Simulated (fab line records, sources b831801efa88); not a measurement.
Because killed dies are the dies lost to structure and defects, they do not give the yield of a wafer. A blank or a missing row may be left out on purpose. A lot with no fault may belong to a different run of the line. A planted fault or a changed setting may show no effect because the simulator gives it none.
fab line records | flow sky130 | part 2 of 2: steps 26 to 36 of 36
[record] lots = 5 | wafers = 15 | lastDay = 49
route steps=708 shown VIA1@464 METAL2@483
lots that met no fault: from a run of the same line without faults
startH: hours from the record's opening day to when the first of the lot's shown wafers began | waitH: time in hours since the lot's previous step | " repeats the value in the row above | L1.1+2: several wafers, shown together as one row | - no value present, or no start provided | * or withheld: withheld | < > ~ a bound
route shown NAME@n: names a module that has steps shown in the file, with the first one's number in the route | usual: mean/standard deviation taken from wafers without a fault | same: alike in all rows | chamber/n: place in a boat | sites: each site's reading | _std_site: standard deviation of those values | _edge_site: outer sites' mean less inner sites' | radiusMm: for every site, how far away it sits from the centre of the wafer | mask NAME#n: copy n | behind: tool/chamber where the wafer was last shaped | hold: why the lot went on hold/how many hours it stayed there/how the hold came to an end | device: the transistor (n, p or np) that didn't switch | end of line: the same wafers' tests at the end of the route | a step with no rows: only its recipe | killed: at the first sort, the dies lost to defects and structure; wafer yield is something else | map: a wafer's dies, marking killed ones x, the rest . and places with no die _
set.NAME: the setting that was run; set.NAME@STEP: the one run at that earlier step | model.NAME: the simulator's own value behind a step, which no gauge read
a table for each step, a row for each wafer; lots at some steps of the route
services: the hour from which a tool's chamber was out of use, counted from the record's first day as startH (under 0 if before that day), plus the number of hours and why
[[steps]]
[step SKY_METAL2_THK_MEAS_06]
[recipe] thkMeasGauge = xrf | reads = AlCu_of_METAL2_SPUTTER_02
[usual] METAL2_ALCU_THK = 247.6/2.6
lot.wafer | tool         | chamber | startH | waitH | METAL2_ALCU_THK[nm]
L078.1    | filmMetro-04 | -       | 845.36 | 0.1   | 251.6
L078.5    | "            | -       | "      | "     | 247.4
L078.6    | "            | -       | "      | "     | 250.0
L080.1    | filmMetro-03 | -       | 846.86 | 0.1   | 248.4
L080.3    | "            | -       | "      | "     | 246.1
L080.5    | "            | -       | "      | "     | 244.8
L079.1    | filmMetro-03 | -       | 849.91 | 0.1   | 245.3
L079.2    | "            | -       | "      | "     | 245.3
L079.5    | "            | -       | "      | "     | 249.1
L086.1    | filmMetro-04 | -       | 881.16 | 0.1   | 248.6
L086.2    | "            | -       | "      | "     | 244.3
L086.5    | "            | -       | "      | "     | 249.2
L094.2    | filmMetro-02 | -       | 941.52 | 0.1   | 245.6
L094.4    | "            | -       | "      | "     | 244.4
L094.6    | "            | -       | "      | "     | 247.3
[step SKY_METAL2_DEHYDRATE_07]
[recipe] tempC = 200 | timeS = 60
[usual] exhaustPa = 44.8/0.86
lot.wafer | tool          | chamber | startH | waitH | exhaustPa
L078.1    | lithoTrack-01 | 0       | 857.15 | 11.8  | 44.6
L078.5    | "             | 0       | "      | "     | 44.1
L078.6    | "             | 0       | "      | "     | 45.2
L080.1    | lithoTrack-01 | 0       | 859.15 | 12.3  | 43.1
L080.3    | "             | 0       | "      | "     | 42.5
L080.5    | "             | 0       | "      | "     | 43.2
L079.1    | lithoTrack-01 | 0       | 862.15 | 12.2  | 44.2
L079.2    | "             | 0       | "      | "     | 44.2
L079.5    | "             | 0       | "      | "     | 44.2
L086.1    | lithoTrack-01 | 0       | 893.90 | 12.7  | 44.7
L086.2    | "             | 0       | "      | "     | 45.3
L086.5    | "             | 0       | "      | "     | 45.1
L094.2    | lithoTrack-04 | 0       | 953.72 | 12.2  | 45.3
L094.4    | "             | 0       | "      | "     | 45.8
L094.6    | "             | 0       | "      | "     | 43.8
[step SKY_METAL2_HMDS_08]
[recipe] primeTimeS = 60 | primeTempC = 120
[usual] exhaustPa = 44.9/0.94
lot.wafer | tool          | chamber | startH | waitH | exhaustPa
L078.1    | lithoTrack-01 | 0       | 857.30 | 0.1   | 44.4
L078.5    | "             | 0       | "      | "     | 43.6
L078.6    | "             | 0       | "      | "     | 45.1
L080.1    | lithoTrack-01 | 0       | 859.30 | 0.1   | 45.5
L080.3    | "             | 0       | "      | "     | 44.3
L080.5    | "             | 0       | "      | "     | 45.1
L079.1    | lithoTrack-01 | 0       | 862.30 | 0.1   | 44.3
L079.2    | "             | 0       | "      | "     | 45.0
L079.5    | "             | 0       | "      | "     | 45.4
L086.1    | lithoTrack-01 | 0       | 894.05 | 0.1   | 45.5
L086.2    | "             | 0       | "      | "     | 45.4
L086.5    | "             | 0       | "      | "     | 46.1
L094.2    | lithoTrack-04 | 0       | 953.87 | 0.1   | 43.7
L094.4    | "             | 0       | "      | "     | 45.0
L094.6    | "             | 0       | "      | "     | 45.0
[step SKY_METAL2_COAT_09]
[recipe] resist = BARC | tempC = withheld | timeS = withheld | spinRpm = 3000 | resistThkNm = 60
[usual] exhaustPa = 45.0/0.92
lot.wafer | tool          | chamber | startH | waitH | exhaustPa
L078.1    | lithoTrack-01 | 0       | 857.45 | 0.1   | 46.3
L078.5    | "             | 0       | "      | "     | 44.9
L078.6    | "             | 0       | "      | "     | 44.2
L080.1    | lithoTrack-01 | 0       | 859.45 | 0.1   | 45.0
L080.3    | "             | 0       | "      | "     | 45.8
L080.5    | "             | 0       | "      | "     | 45.5
L079.1    | lithoTrack-01 | 0       | 862.45 | 0.1   | 46.1
L079.2    | "             | 0       | "      | "     | 45.9
L079.5    | "             | 0       | "      | "     | 45.4
L086.1    | lithoTrack-01 | 0       | 894.20 | 0.1   | 45.4
L086.2    | "             | 0       | "      | "     | 45.6
L086.5    | "             | 0       | "      | "     | 46.3
L094.2    | lithoTrack-04 | 0       | 954.02 | 0.1   | 45.4
L094.4    | "             | 0       | "      | "     | 45.8
L094.6    | "             | 0       | "      | "     | 44.8
[step SKY_METAL2_COAT_10]
[recipe] resist = KrF-thick | spinRpm = 3000 | resistThkNm = 450
[usual] exhaustPa = 45.0/0.88
lot.wafer | tool          | chamber | startH | waitH | exhaustPa
L078.1    | lithoTrack-01 | 0       | -      | -     | 45.2
L078.5    | "             | 0       | "      | "     | 45.1
L078.6    | "             | 0       | "      | "     | 45.4
L080.1    | lithoTrack-01 | 0       | -      | -     | 46.1
L080.3    | "             | 0       | "      | "     | 46.3
L080.5    | "             | 0       | "      | "     | 45.8
L079.1    | lithoTrack-01 | 0       | -      | -     | 46.8
L079.2    | "             | 0       | "      | "     | 45.5
L079.5    | "             | 0       | "      | "     | 45.6
L086.1    | lithoTrack-01 | 0       | -      | -     | 45.2
L086.2    | "             | 0       | "      | "     | 45.7
L086.5    | "             | 0       | "      | "     | 44.4
L094.2    | lithoTrack-04 | 0       | -      | -     | 45.1
L094.4    | "             | 0       | "      | "     | 45.2
L094.6    | "             | 0       | "      | "     | 45.1
[step SKY_METAL2_SOFTBAKE_11]
[recipe] tempC = 100 | timeS = 90 | resist = KrF-thick
[usual] exhaustPa = 45.0/0.89
lot.wafer | tool          | chamber | startH | waitH | exhaustPa
L078.1    | lithoTrack-01 | 0       | -      | -     | 44.8
L078.5    | "             | 0       | "      | "     | 45.2
L078.6    | "             | 0       | "      | "     | 44.6
L080.1    | lithoTrack-01 | 0       | -      | -     | 46.0
L080.3    | "             | 0       | "      | "     | 44.1
L080.5    | "             | 0       | "      | "     | 45.3
L079.1    | lithoTrack-01 | 0       | -      | -     | 43.6
L079.2    | "             | 0       | "      | "     | 44.4
L079.5    | "             | 0       | "      | "     | 44.0
L086.1    | lithoTrack-01 | 0       | -      | -     | 43.3
L086.2    | "             | 0       | "      | "     | 45.8
L086.5    | "             | 0       | "      | "     | 43.8
L094.2    | lithoTrack-04 | 0       | -      | -     | 45.6
L094.4    | "             | 0       | "      | "     | 45.1
L094.6    | "             | 0       | "      | "     | 44.2
[step SKY_METAL2_EXPOSE_12]
[recipe] maskId = MM2 | na = 0.8 | sourceShape = annular | sigmaInner = 0.55 | sigmaOuter = 0.85 | targetCdNm = 140 | doseMj = 28
lot.wafer  | tool          | chamber | startH | waitH | mask
L078.1+5+6 | krfScanner-02 | 0       | -      | -     | MM2#0
L080.1+3+5 | krfScanner-02 | 0       | -      | -     | MM2#0
L079.1+2+5 | krfScanner-02 | 0       | -      | -     | MM2#0
L086.1+2+5 | krfScanner-02 | 0       | -      | -     | MM2#0
L094.2+4+6 | krfScanner-01 | 0       | -      | -     | MM2#0
[step SKY_METAL2_PEB_13]
[recipe] pebTempC = withheld | pebTimeS = withheld | resist = KrF-thick
[usual] exhaustPa = 45.0/0.93
lot.wafer | tool          | chamber | startH | waitH | exhaustPa
L078.1    | lithoTrack-03 | 0       | -      | -     | 45.0
L078.5    | "             | 0       | "      | "     | 43.2
L078.6    | "             | 0       | "      | "     | 44.7
L080.1    | lithoTrack-03 | 0       | -      | -     | 44.4
L080.3    | "             | 0       | "      | "     | 45.5
L080.5    | "             | 0       | "      | "     | 45.4
L079.1    | lithoTrack-04 | 0       | -      | -     | 43.7
L079.2    | "             | 0       | "      | "     | 41.9
L079.5    | "             | 0       | "      | "     | 44.2
L086.1    | lithoTrack-01 | 0       | -      | -     | 44.4
L086.2    | "             | 0       | "      | "     | 45.8
L086.5    | "             | 0       | "      | "     | 44.2
L094.2    | lithoTrack-03 | 0       | -      | -     | 45.7
L094.4    | "             | 0       | "      | "     | 44.8
L094.6    | "             | 0       | "      | "     | 45.6
[step SKY_METAL2_DEVELOP_14]
[recipe] developTimeS = 60 | resist = KrF-thick | devTempC = 21
[usual] developerTempC = 20.97/0.11 | exhaustPa = 45.1/0.96
lot.wafer | tool          | chamber | startH | waitH | developerTempC | exhaustPa
L078.1    | lithoTrack-03 | 0       | -      | -     | 21.03          | 43.5
L078.5    | "             | 0       | "      | "     | 21.14          | 44.8
L078.6    | "             | 0       | "      | "     | 20.89          | 45.6
L080.1    | lithoTrack-03 | 0       | -      | -     | 20.91          | 44.7
L080.3    | "             | 0       | "      | "     | 20.80          | 45.6
L080.5    | "             | 0       | "      | "     | 21.09          | 45.6
L079.1    | lithoTrack-04 | 0       | -      | -     | 20.86          | 45.7
L079.2    | "             | 0       | "      | "     | 20.95          | 44.2
L079.5    | "             | 0       | "      | "     | 20.76          | 44.4
L086.1    | lithoTrack-01 | 0       | -      | -     | 21.05          | 46.0
L086.2    | "             | 0       | "      | "     | 21.13          | 45.9
L086.5    | "             | 0       | "      | "     | 21.03          | 46.2
L094.2    | lithoTrack-03 | 0       | -      | -     | 20.97          | 45.6
L094.4    | "             | 0       | "      | "     | 20.86          | 46.0
L094.6    | "             | 0       | "      | "     | 21.01          | 43.7
[step SKY_METAL2_CD_MEAS_15]
[recipe] targetCdNm = 140
[usual] cdNm = 139.8/1.6
lot.wafer | tool     | chamber | startH | waitH | cdNm
L078.1    | cdSem-02 | -       | 871.13 | -     | 140.3
L078.5    | "        | -       | "      | "     | 138.9
L078.6    | "        | -       | "      | "     | 137.9
L080.1    | cdSem-02 | -       | 872.88 | -     | 139.1
L080.3    | "        | -       | "      | "     | 137.9
L080.5    | "        | -       | "      | "     | 139.9
L079.1    | cdSem-02 | -       | 876.14 | -     | 143.3
L079.2    | "        | -       | "      | "     | 144.7
L079.5    | "        | -       | "      | "     | 145.0
L086.1    | cdSem-01 | -       | 907.20 | -     | 138.4
L086.2    | "        | -       | "      | "     | 138.7
L086.5    | "        | -       | "      | "     | 138.2
L094.2    | cdSem-01 | -       | 966.55 | -     | 140.9
L094.4    | "        | -       | "      | "     | 140.8
L094.6    | "        | -       | "      | "     | 139.4
[step SKY_METAL2_OVL_MEAS_16]
[usual] METAL2_OVL = 5/4.7
lot.wafer | tool       | chamber | startH | waitH | METAL2_OVL[nm]
L078.1    | overlay-02 | -       | 871.25 | 0.1   | 8
L078.5    | "          | -       | "      | "     | 7
L078.6    | "          | -       | "      | "     | -1
L080.1    | overlay-01 | -       | 873.00 | 0.1   | 13
L080.3    | "          | -       | "      | "     | 5
L080.5    | "          | -       | "      | "     | 7
L079.1    | overlay-01 | -       | 876.26 | 0.1   | 9
L079.2    | "          | -       | "      | "     | 3
L079.5    | "          | -       | "      | "     | 14
L086.1    | overlay-02 | -       | 907.32 | 0.1   | 3
L086.2    | "          | -       | "      | "     | 13
L086.5    | "          | -       | "      | "     | 4
L094.2    | overlay-01 | -       | 966.66 | 0.1   | 4
L094.4    | "          | -       | "      | "     | 4
L094.6    | "          | -       | "      | "     | 11
[[services]]
tool           | chamber | startH | hours | kind
krfScanner-01  | -       | 811.11 | 1.3   | pm
cmp-02         | -       | 817.19 | 6.6   | pm
cmp-01         | -       | 834.26 | 2.6   | repair
rieDiel-02     | 0       | 840.91 | 13.5  | repair
pvdSputter-02  | -       | 850.08 | 5.0   | repair
krfScanner-02  | -       | 852.56 | 1.6   | repair
krfScanner-01  | -       | 860.46 | 29.6  | repair
rieDiel-01     | 2       | 861.69 | 7.3   | repair
rieDiel-01     | 3       | 877.50 | 3.4   | repair
rieDiel-01     | 0       | 880.94 | 4.4   | repair
krfScanner-02  | -       | 890.10 | 1.0   | pm
cmp-01         | -       | 893.89 | 1.3   | repair
rieDiel-01     | 1       | 897.41 | 4.1   | repair
krfScanner-01  | -       | 901.03 | 0.8   | pm
rieDiel-01     | 0       | 904.63 | 20.5  | repair
krfScanner-02  | -       | 905.11 | 2.2   | repair
pvdSputter-01  | -       | 911.04 | 14.2  | repair
wetBench-01    | -       | 925.63 | 0.8   | repair
krfScanner-02  | -       | 926.76 | 1.3   | pm
krfScanner-01  | -       | 928.06 | 1.0   | pm
krfScanner-01  | -       | 945.34 | 4.4   | pm
krfScanner-02  | -       | 949.76 | 4.4   | pm
plasmaAsher-04 | -       | 961.61 | 3.5   | repair
rieDiel-01     | 1       | 962.98 | 27.9  | repair
